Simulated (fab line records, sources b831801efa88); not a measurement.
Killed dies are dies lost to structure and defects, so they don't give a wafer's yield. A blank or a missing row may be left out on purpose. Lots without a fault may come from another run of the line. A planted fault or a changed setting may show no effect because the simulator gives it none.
A struck lot beside a sound one | flow sky130 | 20 steps out of a route of 708
Sound: wafers L846.2, L846.4, L846.6. Struck: wafers L865.1, L865.2, L865.4. The cause comes at the end.
At each step with rows: each side's tool, then ch and its chambers, then its first start. Under that, the readings that differ: sound wafers | struck wafers | difference of the means | sigmas: that difference in standard deviations of wafers without a fault.
alike: readings whose means differ by less than 2 such deviations, and words and numbers that are the same on both sides. not compared: withheld readings, readings that some wafer has no value for, bounds like >300 that may hide the same value, and numbers for which the record gives no deviation and whose values overlap.
The two part at a step that has a row with sigmas, a row that says differs or no value, or rows on one side only. Numbers that don't overlap but have no deviation are shown without sigmas and don't part them. A reading that every wafer of one side lacks parts them only if that side has two wafers or more.

SKY_LDD_HVP_OVL_MEAS_07:
  sound on overlay-02, day 21 17:40; struck on overlay-02, day 28 09:12
  alike: LDD_HVP_OVL
then, 1 step without rows for these wafers: SKY_LDD_HVP_IMPLANT_08.
SKY_LDD_HVP_STRIP_09: strips in O2/N2.
  sound on plasma_asher-01 ch 0,1, day 21 17:50; struck on plasma_asher-03 ch 0,1, day 28 09:23
  reading                     | sound       | struck      | difference | sigmas
  drypump_motor_current_A (A) | 5.4 4.9 4.9 | 6.1 6.3 6.1 | +1.1       | +3
  alike: oes_product_au, strip_time_to_endpoint_s
  not compared: rf_hours_counter_h
SKY_LDD_HVP_TW_MEAS_10:
  sound on film_metro-04, day 21 17:57; struck on film_metro-04, day 28 09:29
  alike: LDD_HVP_TW
then, 7 steps without rows for these wafers: SKY_LDD_LDN_DEHYDRATE_00 (time 60 s); SKY_LDD_LDN_HMDS_01 (prime time 60 s); SKY_LDD_LDN_COAT_02 (resist thk 1140 nm); SKY_LDD_LDN_SOFTBAKE_03 (time 60 s); SKY_LDD_LDN_EXPOSE_04 (exposes mask LDNTM, target cd 700 nm); SKY_LDD_LDN_PEB_05; SKY_LDD_LDN_DEVELOP_06 (develop time 60 s).
SKY_LDD_LDN_OVL_MEAS_07:
  sound on overlay-01, day 23 00:40; struck on overlay-02, day 29 14:16
  reading          | sound          | struck      | difference | sigmas
  LDD_LDN_OVL (nm) | -2.8 -0.9 -0.9 | 2.6 0.3 1.8 | +3.1       | +2
SKY_LDD_LDN_IMPLANT_08:
  sound on implanter-04 ch 0, day 23 00:43; struck on implanter-01 ch 0, day 29 14:18
  reading                   | sound                | struck               | difference | sigmas
  beam_energy_keV           | 14.995 14.997 14.995 | 20.173 20.174 20.177 | +5.179     | +99 or more
  model.implant.rp_nm (nm)  | 12.94 12.94 12.94    | 15.63 15.63 15.63    | +2.69      |
  model.implant.drp_nm (nm) | 5.933 5.933 5.933    | 7.255 7.255 7.255    | +1.322     |
  alike: faraday_current_uA
then, 3 steps without rows for these wafers: SKY_LDD_LDN_IMPLANT_09; SKY_LDD_LDN_IMPLANT_10; SKY_LDD_LDN_IMPLANT_11.
SKY_LDD_LDN_STRIP_12: strips in O2/N2.
  sound on plasma_asher-01 ch 0,1, day 23 01:17; struck on plasma_asher-02 ch 0,1, day 29 14:54
  alike: drypump_motor_current_A, oes_product_au, strip_time_to_endpoint_s
  not compared: rf_hours_counter_h
SKY_LDD_LDN_TW_MEAS_13:
  sound on film_metro-02, day 23 01:24; struck on film_metro-01, day 29 15:00
  reading    | sound          | struck         | difference | sigmas
  LDD_LDN_TW | 1493 1490 1489 | 1538 1545 1540 | +50        | +5
then, 1 step without rows for these wafers: SKY_LDD_LDN_CLEAN_14 (cleans in SC1/SC2, time 150 s).
-- the record jumps here: 21 days lie between the struck wafers' starts before and after (it left off in module LDD_LDN and takes up again in module PAD_OPEN, whose first step shown is number 708 of the route) --
SKY_PAD_OPEN_PROBE_99:
  sound on prober-02, day 45 20:12; struck on prober-02, day 50 07:33
  reading                         | sound          | struck         | difference | sigmas
  model.etest.tip_sonos.rs_ohm_sq | 2767 2801 2762 | 2408 2426 2434 | -354       |
  alike: killed_at_M0_to_M3, killed_at_M4_up, killed_at_contacts, killed_at_front_end, killed_at_other, killed_dies, killed_open, killed_short

WHERE THEY PART
First at SKY_LDD_HVP_STRIP_09; last, within this record, at SKY_LDD_LDN_TW_MEAS_13. Later steps at which nothing parts them and some readings are alike: SKY_PAD_OPEN_PROBE_99.

WHY: what the simulator had put in
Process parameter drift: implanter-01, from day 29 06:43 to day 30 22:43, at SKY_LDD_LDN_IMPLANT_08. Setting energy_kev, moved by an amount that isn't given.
